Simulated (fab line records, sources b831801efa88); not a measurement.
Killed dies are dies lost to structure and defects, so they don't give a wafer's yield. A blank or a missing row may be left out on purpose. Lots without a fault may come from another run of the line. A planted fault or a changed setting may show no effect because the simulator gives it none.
Which tool did it? | flow gf180mcu | 14 lots, 42 wafers sampled, at 5 steps of a route of 602

WHAT THE GAUGES READ, wafer by wafer
GF_VT_IMPLANT_OVL_MEAS_18.
lot  | measured     | on         | VT_IMPLANT_01_OVL (nm)
L353 | day 6 07:28  | overlay-01 | 0.2 -1.7 0.9
L355 | day 6 17:43  | overlay-02 | -0.6 0.0 -1.0
L356 | day 7 00:28  | overlay-01 | 0.8 1.4 0.5
L357 | day 7 07:31  | overlay-01 | 1.3 0.8 0.0
L358 | day 7 16:16  | overlay-01 | 1.5 3.3 2.0
L359 | day 7 21:47  | overlay-01 | 0.4 2.5 0.2
L360 | day 8 01:31  | overlay-02 | 2.5 2.4 2.4
L361 | day 8 07:34  | overlay-02 | 0.4 1.8 1.3
L362 | day 8 14:01  | overlay-01 | 1.7 1.4 3.0
L363 | day 8 23:35  | overlay-02 | 1.8 1.5 1.6
L369 | day 10 07:13 | overlay-01 | -0.3 0.3 1.7
L370 | day 10 16:16 | overlay-01 | 1.5 1.3 0.0
L373 | day 11 12:34 | overlay-02 | 1.2 1.4 1.4
L375 | day 11 22:58 | overlay-02 | 1.7 3.2 1.0

GF_DUAL_GATE_OVL_MEAS_11.
lot  | measured     | on         | DUAL_GATE_OVL (nm)
L353 | day 8 07:55  | overlay-01 | -1.1 -0.2 -0.5
L355 | day 8 20:53  | overlay-02 | 1.5 0.5 -0.5
L356 | day 9 03:16  | overlay-01 | 1.5 1.7 2.1
L357 | day 9 09:55  | overlay-02 | 0.6 -1.5 -1.9
L358 | day 9 20:46  | overlay-01 | -0.2 0.1 -0.8
L359 | day 10 02:31 | overlay-02 | 0.1 -1.0 0.9
L360 | day 10 06:13 | overlay-02 | -0.8 1.1 -1.9
L361 | day 10 14:04 | overlay-02 | -0.4 0.0 -0.9
L362 | day 10 21:46 | overlay-02 | -1.1 0.2 -0.7
L363 | day 11 06:37 | overlay-01 | -1.2 1.6 -0.2
L369 | day 12 19:10 | overlay-01 | 3.3 1.9 1.1
L370 | day 13 03:52 | overlay-01 | -2.1 -3.1 -2.3
L373 | day 14 00:54 | overlay-02 | -2.2 -0.3 0.0
L375 | day 14 11:55 | overlay-02 | 0.8 1.5 -0.1

GF_HV_LDD_TW_MEAS_23.
lot  | measured     | on            | HV_LDD_2_TW
L353 | day 10 18:11 | film_metro-03 | 1046 1053 1055
L355 | day 11 07:11 | film_metro-02 | 1046 1046 1044
L356 | day 11 15:47 | film_metro-02 | 1048 1047 1049
L357 | day 11 23:20 | film_metro-02 | 1047 1049 1047
L358 | day 12 09:28 | film_metro-04 | 1073 1073 1076
L359 | day 12 16:47 | film_metro-04 | 1074 1072 1071
L360 | day 12 20:31 | film_metro-03 | 1042 1041 1047
L361 | day 13 04:34 | film_metro-04 | 1071 1071 1065
L362 | day 13 12:46 | film_metro-02 | 1044 1040 1039
L363 | day 14 00:32 | film_metro-04 | 1077 1071 1079
L369 | day 15 15:49 | film_metro-03 | 1100 1099 1094
L370 | day 15 23:25 | film_metro-03 | 1095 1099 1101
L373 | day 17 14:07 | film_metro-04 | 1075 1069 1076
L375 | day 17 14:16 | film_metro-04 | 1072 1070 1071

GF_HV_LDD_CD_MEAS_31: target cd 400 nm.
lot  | measured     | on        | cd_nm (nm)
L353 | day 11 12:38 | cd_sem-01 | 399.4 400.6 396.8
L355 | day 12 02:08 | cd_sem-02 | 402.9 402.3 403.1
L356 | day 12 10:34 | cd_sem-02 | 401.2 401.7 403.3
L357 | day 12 18:17 | cd_sem-01 | 404.4 405.5 401.5
L358 | day 13 04:46 | cd_sem-02 | 395.3 395.1 395.8
L359 | day 13 12:41 | cd_sem-01 | 399.0 397.1 398.1
L360 | day 13 16:31 | cd_sem-02 | 402.7 403.3 402.1
L361 | day 14 00:46 | cd_sem-02 | 398.4 399.7 401.1
L362 | day 14 09:49 | cd_sem-01 | 399.8 399.8 396.9
L363 | day 14 20:49 | cd_sem-01 | 403.1 402.5 402.5
L369 | day 16 11:43 | cd_sem-01 | 402.6 403.2 401.9
L370 | day 16 21:55 | cd_sem-02 | 401.2 402.9 403.9
L373 | day 18 13:25 | cd_sem-01 | 403.5 403.7 405.3
L375 | day 18 13:43 | cd_sem-01 | 401.7 403.6 402.1

WHICH TOOL RAN EACH LOT (tool, then ch and the chambers of the sampled wafers, then the start)
lot  | GF_HV_LDD_IMPLANT_21
L353 | implanter-02 ch 0, day 10 17:56
L355 | implanter-03 ch 0, day 11 06:57
L356 | implanter-04 ch 0, day 11 15:32
L357 | implanter-02 ch 0, day 11 23:06
L358 | implanter-04 ch 0, day 12 09:13
L359 | implanter-03 ch 0, day 12 16:34
L360 | implanter-03 ch 0, day 12 20:16
L361 | implanter-02 ch 0, day 13 04:19
L362 | implanter-03 ch 0, day 13 12:31
L363 | implanter-02 ch 0, day 14 00:19
L369 | implanter-03 ch 0, day 15 15:34
L370 | implanter-03 ch 0, day 15 23:10
L373 | implanter-02 ch 0, day 17 13:52
L375 | implanter-02 ch 0, day 17 14:01
- GF_HV_LDD_IMPLANT_21

WHAT THE TOOLS THEMSELVES READ (means of the sampled wafers that have a number; where no wafer has one, the mark that the record gives instead)
GF_HV_LDD_IMPLANT_21.
lot  | tool         | beam_on_s (s) | end_station_pressure_torr (Torr) | faraday_current_uA
L353 | implanter-02 | 10.08         | 5.11e-06                         | 280
L355 | implanter-03 | 10.20         | 5.07e-06                         | 276
L356 | implanter-04 | 9.91          | 5.05e-06                         | 285
L357 | implanter-02 | 10.11         | 5.26e-06                         | 279
L358 | implanter-04 | 9.91          | 5.43e-06                         | 285
L359 | implanter-03 | 10.12         | 5.41e-06                         | 279
L360 | implanter-03 | 9.90          | 4.96e-06                         | 285
L361 | implanter-02 | 10.07         | 5.19e-06                         | 280
L362 | implanter-03 | 9.92          | 5.31e-06                         | 285
L363 | implanter-02 | 10.06         | 5.45e-06                         | 279
L369 | implanter-03 | 11.29         | 5.91e-05                         | 253
L370 | implanter-03 | 11.39         | 6.07e-05                         | 250
L373 | implanter-02 | 10.00         | 5.37e-06                         | 282
L375 | implanter-02 | 9.95          | 5.06e-06                         | 283

THE ANSWER, worked out from the rows above alone
Rule: what is usual is taken from the lots themselves. Put in order of their means at a reading, lots are off if they are a third of the lots or fewer, leave a main group of 4 or more, and stand apart from it by a gap of 3 or more times the standard deviation of the main group's means; of several such gaps the widest counts. A main group whose means are all the same, to the digits that the tables above print for the reading, isn't used. A lot without any number at a reading at which 4 lots or more have one is off too. The other lots that the step has rows for count as sound. The gauges are gone through in route order, then the tools' own readings, and for those a lot's mean is taken as printed above. The first step at which some lot is off is used, and at that step the reading that is off furthest; a lot without a number counts as furthest.
Off: L369, L370, at GF_HV_LDD_IMPLANT_21 (end_station_pressure_torr). The main group: mean 5.22e-06 Torr, standard deviation 1.6e-07.
A tool fits if, at that step or a process step before it, it ran every lot that is off, and no sound lot after the first of them. One fits: implanter-03 at GF_HV_LDD_IMPLANT_21. Its last sound lot is L362 (day 13 12:31), its first lot that is off L369 (day 15 15:34): a fault that began between those two fits.
The tool's own readings at GF_HV_LDD_IMPLANT_21 bear it out: on the lots that are off they differ by more than 5 times the standard deviation of the sound lots' means. beam_on_s reads 11.34 s there against 10.02 s on the sound lots; end_station_pressure_torr reads 5.99e-05 Torr there against 5.22e-06 Torr on the sound lots; faraday_current_uA reads 252 there against 282 on the sound lots.

WHAT THE SIMULATOR HAD PUT IN
Process parameter drift: implanter-03, from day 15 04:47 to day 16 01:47, at GF_HV_LDD_IMPLANT_21. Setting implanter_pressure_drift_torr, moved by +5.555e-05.
Process parameter drift: implanter-03, from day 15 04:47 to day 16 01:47, at GF_HV_LDD_IMPLANT_21. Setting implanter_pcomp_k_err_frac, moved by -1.
Lots struck among those shown: L369, L370. The rule above found the same.
